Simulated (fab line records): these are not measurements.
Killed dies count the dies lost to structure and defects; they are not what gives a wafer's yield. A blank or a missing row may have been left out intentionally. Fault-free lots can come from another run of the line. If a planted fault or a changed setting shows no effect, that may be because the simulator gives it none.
Which tool was responsible?    flow gf180mcu    72 wafers from 24 lots sampled at 6 of the route's 602 steps

## WHAT EACH GAUGE READ, for each wafer
GF_SAB_OVL_MEAS_10.
lot   measured      on          SAB_OVL (nm)
L074  day 15 04:43  overlay-01  2.0 0.5 -1.7
L075  day 15 12:52  overlay-01  3.3 1.2 1.7
L076  day 15 17:37  overlay-02  0.1 1.0 0.1
L077  day 15 22:23  overlay-01  1.2 1.2 -0.3
L078  day 16 12:13  overlay-02  -0.8 0.1 -0.6
L079  day 16 19:44  overlay-01  1.0 0.1 2.4
L080  day 17 04:47  overlay-01  0.5 -0.6 -0.2
L081  day 17 07:38  overlay-01  -1.2 -0.2 -0.9
L082  day 17 22:34  overlay-02  0.6 0.5 -2.6
L083  day 18 15:30  overlay-02  -1.3 -0.1 -0.5
L084  day 19 03:37  overlay-02  -1.8 -0.7 -1.4
L085  day 19 05:44  overlay-02  -0.2 -0.4 -0.9
L086  day 19 08:01  overlay-01  -0.3 -0.7 0.4
L087  day 19 21:15  overlay-02  -0.3 -0.6 -0.1
L088  day 20 08:04  overlay-02  -0.5 -1.2 -1.8
L089  day 20 17:23  overlay-01  0.5 -0.9 0.6
L091  day 21 04:41  overlay-02  2.2 1.1 0.4
L090  day 21 07:23  overlay-02  -2.1 -0.3 -0.1
L092  day 21 15:10  overlay-02  -1.0 0.2 0.1
L093  day 22 01:52  overlay-02  -1.9 -1.2 -2.4
L094  day 22 12:50  overlay-02  -0.4 -2.0 -0.3
L095  day 22 21:04  overlay-02  -0.5 0.2 -1.5
L096  day 23 06:04  overlay-02  -0.2 0.7 0.7
L097  day 23 15:25  overlay-01  0.2 0.1 1.2

GF_V4_THK_MEAS_25: measures by xrf.
lot   measured      on            V4_W_THK (nm)
L074  day 24 11:06  filmMetro-03  343 346 343
L075  day 24 18:11  filmMetro-04  342 346 344
L076  day 24 22:57  filmMetro-04  346 343 345
L077  day 25 04:21  filmMetro-01  343 346 348
L078  day 25 14:04  filmMetro-03  340 337 338
L079  day 26 00:48  filmMetro-01  342 344 342
L080  day 26 09:10  filmMetro-01  345 346 348
L081  day 26 16:14  filmMetro-03  340 338 337
L082  day 27 01:03  filmMetro-04  345 344 341
L083  day 27 17:10  filmMetro-01  342 346 346
L084  day 28 01:40  filmMetro-03  338 338 335
L085  day 28 04:25  filmMetro-01  345 343 339
L086  day 28 05:23  filmMetro-03  340 338 333
L087  day 28 15:08  filmMetro-01  341 342 342
L088  day 29 01:48  filmMetro-03  336 339 337
L089  day 29 08:27  filmMetro-03  344 340 341
L091  day 29 16:04  filmMetro-03  340 339 340
L090  day 29 21:23  filmMetro-01  348 350 349
L092  day 30 00:48  filmMetro-03  343 338 333
L093  day 30 08:27  filmMetro-04  340 344 342
L094  day 30 18:04  filmMetro-01  349 349 345
L095  day 30 21:59  filmMetro-04  339 340 341
L096  day 31 05:02  filmMetro-03  334 334 333
L097  day 31 13:41  filmMetro-04  346 344 347

GF_TOP_METAL_RS_MEAS_05: measures by four-point-probe.
lot   measured      on            TOP_METAL_ALCU_RS (ohm/sq)
L074  day 27 06:40  filmMetro-01  0.0326 0.0325 0.0328
L075  day 27 09:49  filmMetro-04  0.0322 0.0325 0.0324
L076  day 27 16:08  filmMetro-01  0.0328 0.0332 0.0328
L077  day 27 21:29  filmMetro-01  0.0330 0.0331 0.0336
L078  day 28 07:43  filmMetro-04  0.0329 0.0330 0.0332
L079  day 28 16:24  filmMetro-02  0.0330 0.0333 0.0327
L080  day 29 01:53  filmMetro-01  0.0330 0.0332 0.0328
L081  day 29 06:13  filmMetro-04  0.0328 0.0328 0.0329
L082  day 29 16:35  filmMetro-02  0.0329 0.0328 0.0329
L083  day 30 04:31  filmMetro-02  0.0325 0.0328 0.0329
L084  day 30 13:49  filmMetro-04  0.0325 0.0323 0.0328
L085  day 30 16:57  filmMetro-02  0.0322 0.0320 0.0323
L086  day 30 18:31  filmMetro-02  0.0328 0.0329 0.0329
L087  day 31 01:57  filmMetro-02  0.0329 0.0329 0.0328
L088  day 31 13:34  filmMetro-02  0.0326 0.0328 0.0324
L089  day 31 17:40  filmMetro-01  0.0331 0.0323 0.0333
L091  day 32 00:04  filmMetro-01  0.0326 0.0327 0.0328
L090  day 32 07:22  filmMetro-01  0.0324 0.0321 0.0324
L092  day 32 10:04  filmMetro-02  0.0334 0.0327 0.0332
L093  day 32 14:47  filmMetro-01  0.0322 0.0324 0.0325
L094  day 33 00:47  filmMetro-01  0.0327 0.0331 0.0327
L095  day 33 04:17  filmMetro-01  0.0329 0.0331 0.0330
L096  day 33 09:34  filmMetro-04  0.0328 0.0329 0.0329
L097  day 33 18:36  filmMetro-04  0.0335 0.0335 0.0334

## WHICH TOOL RAN EACH LOT (tool, then ch and the chambers of the sampled wafers, then the start)
lot   GF_VT_IMPLANT_RTA_45             GF_V1_CMP_26                   GF_M2_SPUTTER_02
L074  rtpAnneal-01 ch 0, day 7 14:22   cmp-01 ch 0,1,3, day 18 04:49  pvdSputter-03, day 18 05:15
L075  rtpAnneal-02 ch 0, day 7 19:37   cmp-02 ch 2,3, day 18 13:31    pvdSputter-03, day 18 13:56
L076  rtpAnneal-01 ch 0, day 7 23:58   cmp-02 ch 0,2,3, day 18 18:31  pvdSputter-04, day 18 18:57
L077  rtpAnneal-01 ch 0, day 8 06:05   cmp-02 ch 0,1,3, day 19 00:28  pvdSputter-01, day 19 00:53
L078  rtpAnneal-02 ch 0, day 8 12:29   cmp-02 ch 0,2,3, day 19 15:53  pvdSputter-03, day 19 16:19
L079  rtpAnneal-02 ch 0, day 8 21:05   cmp-01 ch 0,2, day 20 00:16    pvdSputter-03, day 20 00:41
L080  rtpAnneal-02 ch 0, day 9 02:58   cmp-01 ch 0,3, day 20 08:53    pvdSputter-04, day 20 09:16
L081  rtpAnneal-01 ch 0, day 9 10:47   cmp-01 ch 1,2,3, day 20 13:55  pvdSputter-04, day 20 14:12
L082  rtpAnneal-02 ch 0, day 9 19:37   cmp-01 ch 0,1,3, day 21 04:39  pvdSputter-01, day 21 04:56
L083  rtpAnneal-02 ch 0, day 10 05:39  cmp-02 ch 0,3, day 21 21:44    pvdSputter-01, day 21 22:10
L084  rtpAnneal-02 ch 0, day 10 16:19  cmp-01 ch 1,2,3, day 22 08:42  pvdSputter-03, day 22 09:02
L085  rtpAnneal-01 ch 0, day 10 20:24  cmp-02 ch 0,1,3, day 22 10:50  pvdSputter-01, day 22 11:16
L086  rtpAnneal-02 ch 0, day 10 21:59  cmp-02 ch 0,1,2, day 22 15:37  pvdSputter-01, day 22 16:01
L087  rtpAnneal-01 ch 0, day 11 07:06  cmp-01 ch 2,3, day 23 03:05    pvdSputter-03, day 23 03:28
L088  rtpAnneal-01 ch 0, day 11 13:37  cmp-02 ch 0,1,2, day 23 12:59  pvdSputter-03, day 23 13:22
L089  rtpAnneal-02 ch 0, day 11 19:49  cmp-02 ch 0,2,3, day 23 22:07  pvdSputter-04, day 23 22:32
L091  rtpAnneal-01 ch 0, day 12 09:44  cmp-01 ch 2,3, day 24 08:13    pvdSputter-01, day 24 08:36
L090  rtpAnneal-02 ch 0, day 12 10:03  cmp-01 ch 0,1, day 24 10:21    pvdSputter-01, day 24 10:47
L092  rtpAnneal-01 ch 0, day 12 14:12  cmp-01 ch 0,1,3, day 24 17:13  pvdSputter-03, day 24 17:38
L093  rtpAnneal-02 ch 0, day 12 20:19  cmp-01 ch 0,1,3, day 25 02:25  pvdSputter-04, day 25 02:48
L094  rtpAnneal-01 ch 0, day 13 04:02  cmp-02 ch 0,2,3, day 25 11:49  pvdSputter-03, day 25 12:11
L095  rtpAnneal-02 ch 0, day 13 12:16  cmp-01 ch 0,1,3, day 25 19:39  pvdSputter-01, day 25 20:02
L096  rtpAnneal-01 ch 0, day 13 19:46  cmp-01 ch 1,2,3, day 26 03:19  pvdSputter-01, day 26 03:45
L097  rtpAnneal-01 ch 0, day 14 05:14  cmp-01 ch 1,2,3, day 26 11:04  pvdSputter-03, day 26 11:30
- GF_VT_IMPLANT_RTA_45: time 30 s.
- GF_V1_CMP_26: polishes, stops on SiO2, t overpolish 15 s, target thk 0 nm.
- GF_M2_SPUTTER_02: material AlCu, target thk 450 nm, time 23.9 s.

## AS READ BY THE TOOLS THEMSELVES (means over the sampled wafers that have a number; for cases with no such wafer, the mark the record gives instead)
GF_VT_IMPLANT_RTA_45.
lot   tool          annealTempCMax  lampPowerPct (%)  wafer_temp_C_max
L074  rtpAnneal-01  1055.2          37                1053.9
L075  rtpAnneal-02  1054.3          44                1052.8
L076  rtpAnneal-01  1054.7          37                1053.6
L077  rtpAnneal-01  1054.7          37                1053.7
L078  rtpAnneal-02  1054.2          44                1053.8
L079  rtpAnneal-02  1053.9          44                1053.4
L080  rtpAnneal-02  1055.6          44                1053.2
L081  rtpAnneal-01  1055.0          37                1053.0
L082  rtpAnneal-02  1054.7          44                1053.5
L083  rtpAnneal-02  1054.1          44                1052.8
L084  rtpAnneal-02  1054.7          44                1053.4
L085  rtpAnneal-01  1054.6          37                1053.8
L086  rtpAnneal-02  1055.1          44                1053.1
L087  rtpAnneal-01  1054.6          37                1053.3
L088  rtpAnneal-01  1054.4          37                1052.7
L089  rtpAnneal-02  1055.0          44                1053.3
L091  rtpAnneal-01  1053.4          37                1052.9
L090  rtpAnneal-02  1054.2          44                1052.9
L092  rtpAnneal-01  1054.7          37                1053.6
L093  rtpAnneal-02  1053.6          44                1053.4
L094  rtpAnneal-01  1055.6          37                1053.0
L095  rtpAnneal-02  1055.0          44                1052.9
L096  rtpAnneal-01  1055.0          37                1053.4
L097  rtpAnneal-01  1055.1          37                1053.7

GF_V1_CMP_26.
lot   tool    motorCurrentA (A)  overpolishRunS (s)  timeToEndpointS (s)
L074  cmp-01  10.9               14.995              83
L075  cmp-02  10.8               15.005              82
L076  cmp-02  10.4               15.008              87
L077  cmp-02  10.2               15.000              86
L078  cmp-02  10.6               14.999              84
L079  cmp-01  11.2               14.995              81
L080  cmp-01  11.1               14.999              91
L081  cmp-01  9.7                15.005              81
L082  cmp-01  10.8               15.003              82
L083  cmp-02  10.4               15.016              87
L084  cmp-01  10.1               15.008              85
L085  cmp-02  9.9                15.002              87
L086  cmp-02  10.3               15.010              89
L087  cmp-01  10.0               15.000              86
L088  cmp-02  10.5               15.005              89
L089  cmp-02  10.9               14.996              88
L091  cmp-01  10.0               15.002              85
L090  cmp-01  11.1               14.997              82
L092  cmp-01  10.5               14.993              83
L093  cmp-01  10.5               14.993              86
L094  cmp-02  10.2               14.996              85
L095  cmp-01  10.7               14.992              82
L096  cmp-01  10.2               15.001              82
L097  cmp-01  10.0               15.001              83

GF_M2_SPUTTER_02.
lot   tool           throttleValvePct (%)
L074  pvdSputter-03  28.7
L075  pvdSputter-03  29.1
L076  pvdSputter-04  29.6
L077  pvdSputter-01  30.2
L078  pvdSputter-03  28.1
L079  pvdSputter-03  29.1
L080  pvdSputter-04  29.6
L081  pvdSputter-04  31.1
L082  pvdSputter-01  29.7
L083  pvdSputter-01  30.5
L084  pvdSputter-03  29.1
L085  pvdSputter-01  30.9
L086  pvdSputter-01  29.5
L087  pvdSputter-03  29.6
L088  pvdSputter-03  29.1
L089  pvdSputter-04  29.7
L091  pvdSputter-01  30.5
L090  pvdSputter-01  30.5
L092  pvdSputter-03  28.9
L093  pvdSputter-04  30.3
L094  pvdSputter-03  29.6
L095  pvdSputter-01  30.5
L096  pvdSputter-01  30.8
L097  pvdSputter-03  29.1

## THE ANSWER, worked out from the rows above alone
Rule: usual is defined by the lots themselves. The widest of any qualifying gaps counts: lots, ordered by their means at a reading, are off when they make up no more than a third of the lots, leave a main group of 4 or more, and stand apart from it by 3 or more times the standard deviation of that group's means. If all means in a main group match to the digits the tables above print for the reading, that group is not used. A lot without any number at a reading at which 4 lots or more have one is off too. All remaining lots with rows at the step are treated as sound. The gauges are gone through in route order, then the tools' own readings, and for those a lot's mean is taken as printed above. The first step at which some lot is off is used, and at that step the reading that is off furthest; a lot without a number counts as furthest.
Nothing can be told from this: no lot is off at any reading shown.

## WHAT HAD BEEN PUT IN BY THE SIMULATOR
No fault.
